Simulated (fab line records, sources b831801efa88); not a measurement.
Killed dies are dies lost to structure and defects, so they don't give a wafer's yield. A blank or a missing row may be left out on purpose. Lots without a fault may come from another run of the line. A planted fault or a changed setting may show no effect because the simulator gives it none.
Chamber matching | flow gf180mcu | GF_V1_CMP_04 on cmp-02: 4 sister chambers
The step polishes SiO2. 4 wafers are shown with their chamber, then 7 later ones without.

WAFERS WITH THEIR CHAMBER
wafer  | chamber | motor_current_A (A)
L883.3 | 1       | 9.5
L887.1 | 2       | 14.0
L890.1 | 3       | 12.3
L890.2 | 0       | 11.3

WAFERS WITHOUT THEIR CHAMBER
wafer  | motor_current_A (A)
L890.5 | 11.8
L895.3 | 9.3
L895.5 | 9.7
L895.6 | 11.4
L897.3 | 11.5
L897.4 | 11.5
L897.5 | 12.4

WHICH CHAMBER EACH WENT THROUGH
wafer  | from the rows above     | in truth
L890.5 | can't be placed: 0 or 3 | 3
L895.3 | 1                       | 1
L895.5 | 1                       | 1
L895.6 | 0                       | 0
L897.3 | 0                       | 0
L897.4 | 0                       | 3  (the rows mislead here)
L897.5 | 3                       | 3
Placed correctly: 5 of 7. Can't be placed from these rows: 1 (the true chamber is among the candidates in 1). Placed wrongly: 1.
How it was worked out, from the rows above alone: a wafer's distance from a chamber is the root of the sum, over the readings, of the square of ((its reading less the chamber's mean) divided by the reading's scatter). The wafer belongs to the nearest chamber; if the next one is less than 2 further off, it can't be placed. A chamber's mean is the mean of its shown wafers. The scatter: with one shown wafer a chamber, the root of the mean of the squares of how far each hidden wafer lies from its nearest shown one.
